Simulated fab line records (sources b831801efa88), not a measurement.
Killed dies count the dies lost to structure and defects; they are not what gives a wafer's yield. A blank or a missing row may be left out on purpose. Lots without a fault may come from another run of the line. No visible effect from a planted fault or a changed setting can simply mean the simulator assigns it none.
Which tool was responsible? ; flow sky130 ; 12 lots, 36 wafers sampled, at 5 steps of a route of 708

== WHAT THE GAUGES READ, wafer by wafer ==
SKY_VT_ADJUST_PCH_OVL_MEAS_07.
lot;measured;on;VT_ADJUST_PCH_OVL (nm)
L198;day 10 09:31;overlay-01;-2.0 -2.1 -1.4
L199;day 10 10:56;overlay-01;3.3 0.1 1.0
L200;day 11 03:12;overlay-02;-0.4 -1.1 -0.3
L202;day 12 01:26;overlay-01;0.1 -1.7 -1.2
L203;day 12 01:47;overlay-02;-2.3 -0.7 -0.9
L205;day 12 17:37;overlay-01;-0.5 -0.9 -1.4
L210;day 14 08:52;overlay-02;-1.2 0.3 -2.1
L211;day 14 10:21;overlay-02;0.7 0.9 0.4
L212;day 14 15:40;overlay-01;0.1 -0.4 -2.4
L219;day 17 07:04;overlay-01;-0.3 1.9 2.1
L220;day 17 08:11;overlay-02;1.4 0.2 -0.9
L221;day 18 00:36;overlay-02;0.0 -0.1 -2.0

SKY_SONOS_ONO_THK_MEAS_05.
lot;measured;on;SONOS_ONO_CVD_04_THK (nm)
L198;day 11 15:36;film metro-04;5.92 5.83 5.77
L199;day 11 15:35;film metro-03;5.69 5.88 5.86
L200;day 12 08:50;film metro-02;5.75 5.71 5.68
L202;day 13 08:19;film metro-04;5.48 5.52 5.53
L203;day 13 08:19;film metro-03;5.66 5.76 5.71
L205;day 14 01:48;film metro-04;5.67 5.59 5.60
L210;day 15 16:58;film metro-03;6.95 7.03 6.98 6.92 6.94 7.05
L211;day 15 21:39;film metro-04;7.00 6.99 7.08 6.98 6.97 7.07
L212;day 16 09:01;film metro-02;6.85 6.84 6.81 6.82 6.88 6.87
L219;day 18 20:52;film metro-03;5.67 5.83 5.75
L220;day 18 20:52;film metro-02;5.66 5.57 5.60
L221;day 19 11:28;film metro-02;5.70 5.82 5.66

== TOOL THAT RAN EACH LOT (tool first, then ch and the chambers of the sampled wafers, then the start) ==
lot;SKY_VT_ADJUST_LVTN_STRIP_09;SKY_VT_ADJUST_LVTN_STRIP_20;SKY_SONOS_ONO_CVD_04
L198;plasma asher-04 ch 0,1, day 6 21:19;plasma asher-01 ch 0,1, day 7 16:58;lpcvd-03 ch 1, day 11 14:20
L199;plasma asher-01 ch 0,1, day 7 01:26;plasma asher-04 ch 0,1, day 7 18:32;lpcvd-03 ch 0, day 11 14:20
L200;plasma asher-01 ch 0,1, day 7 12:02;plasma asher-04 ch 0,1, day 8 08:49;lpcvd-03 ch 1, day 12 07:35
L202;plasma asher-01 ch 0,1, day 8 06:47;plasma asher-02 ch 0,1, day 9 04:34;lpcvd-03 ch 1, day 13 07:04
L203;plasma asher-02 ch 0,1, day 8 07:08;plasma asher-01 ch 0,1, day 9 04:52;lpcvd-03 ch 1, day 13 07:04
L205;plasma asher-02 ch 0,1, day 8 20:38;plasma asher-01 ch 0,1, day 9 18:35;lpcvd-03 ch 1, day 14 00:33
L210;plasma asher-02 ch 0,1, day 10 07:16;plasma asher-02 ch 0,1, day 11 05:40;lpcvd-03 ch 0, day 15 15:41
L211;plasma asher-01 ch 0, day 10 09:20;plasma asher-04 ch 0,1, day 11 08:28;lpcvd-03 ch 1, day 15 20:23
L212;plasma asher-02 ch 0,1, day 10 11:52;plasma asher-02 ch 0,1, day 11 11:52;lpcvd-03 ch 1, day 16 07:44
L219;plasma asher-02 ch 0,1, day 12 19:23;plasma asher-01 ch 0,1, day 13 20:40;lpcvd-03 ch 1, day 18 19:37
L220;plasma asher-02 ch 0,1, day 12 20:22;plasma asher-01 ch 0,1, day 13 21:37;lpcvd-03 ch 0, day 18 19:37
L221;plasma asher-04 ch 0,1, day 13 11:50;plasma asher-01 ch 0,1, day 14 13:38;lpcvd-03 ch 0, day 19 10:13
- SKY_VT_ADJUST_LVTN_STRIP_09: strips in O2/N2.
- SKY_VT_ADJUST_LVTN_STRIP_20: strips in O2/N2.
- SKY_SONOS_ONO_CVD_04: deposits SiO2 from SiH4/N2O, target thk 5.7199 nm.

== AS READ BY THE TOOLS THEMSELVES (means over the sampled wafers that have a number; for cases with no such wafer, the mark the record gives instead) ==
SKY_VT_ADJUST_LVTN_STRIP_09.
lot;tool;drypump motor current A (A);oes product au (a.u.);strip time to endpoint s (s)
L198;plasma asher-04;5.9;0.723;36.94
L199;plasma asher-01;5.8;0.724;36.89
L200;plasma asher-01;5.8;0.725;36.94
L202;plasma asher-01;5.7;0.718;36.83
L203;plasma asher-02;5.1;0.720;37.16
L205;plasma asher-02;5.1;0.720;36.82
L210;plasma asher-02;5.1;0.722;36.93
L211;plasma asher-01;5.8;0.724;36.85
L212;plasma asher-02;5.1;0.719;36.76
L219;plasma asher-02;5.2;0.718;36.97
L220;plasma asher-02;5.1;0.726;36.81
L221;plasma asher-04;5.3;0.718;36.88

SKY_VT_ADJUST_LVTN_STRIP_20.
lot;tool;drypump motor current A (A);oes product au (a.u.);strip time to endpoint s (s)
L198;plasma asher-01;5.7;0.717;14.21
L199;plasma asher-04;5.4;0.716;14.15
L200;plasma asher-04;5.9;0.719;14.17
L202;plasma asher-02;5.1;0.718;14.20
L203;plasma asher-01;5.7;0.716;14.22
L205;plasma asher-01;5.7;0.711;14.08
L210;plasma asher-02;5.1;0.718;14.19
L211;plasma asher-04;5.3;0.713;14.22
L212;plasma asher-02;5.1;0.716;14.20
L219;plasma asher-01;5.7;0.712;14.20
L220;plasma asher-01;5.7;0.712;14.15
L221;plasma asher-01;5.8;0.717;14.19

SKY_SONOS_ONO_CVD_04.
lot;tool;zone power top pct (%)
L198;lpcvd-03;33.3
L199;lpcvd-03;31.6
L200;lpcvd-03;33.2
L202;lpcvd-03;33.5
L203;lpcvd-03;33.7
L205;lpcvd-03;33.2
L210;lpcvd-03;31.3
L211;lpcvd-03;33.5
L212;lpcvd-03;33.1
L219;lpcvd-03;33.0
L220;lpcvd-03;31.8
L221;lpcvd-03;31.5

== THE ANSWER, worked out from the rows above alone ==
Rule: what is usual is taken from the lots themselves. The widest of any qualifying gaps counts: lots, ordered by their means at a reading, are off when they make up no more than a third of the lots, leave a main group of 4 or more, and stand apart from it by 3 or more times the standard deviation of that group's means. A main group whose means are all the same, to the digits that the tables above print for the reading, isn't used. Also off: a lot with no number at a reading for which 4 or more lots have one. The other lots that the step has rows for count as sound. Order of review: gauges by route order, followed by the tools' own readings, for which a lot's mean as printed above is used. The first step at which some lot is off is used, and at that step the reading that is off furthest; a lot without a number counts as furthest.
Off: L210, L211, L212, seen at SKY_SONOS_ONO_THK_MEAS_05 (SONOS_ONO_CVD_04_THK). The main group has a mean of 5.70 nm with a standard deviation of 0.098.
A tool fits if, at a process step before that reading, it ran every lot that is off, and no sound lot after the first of them. The gauges at SKY_SONOS_ONO_THK_MEAS_05 are tried like those tools. Not one of the candidates tried fits.

== WHAT HAD BEEN PUT IN BY THE SIMULATOR ==
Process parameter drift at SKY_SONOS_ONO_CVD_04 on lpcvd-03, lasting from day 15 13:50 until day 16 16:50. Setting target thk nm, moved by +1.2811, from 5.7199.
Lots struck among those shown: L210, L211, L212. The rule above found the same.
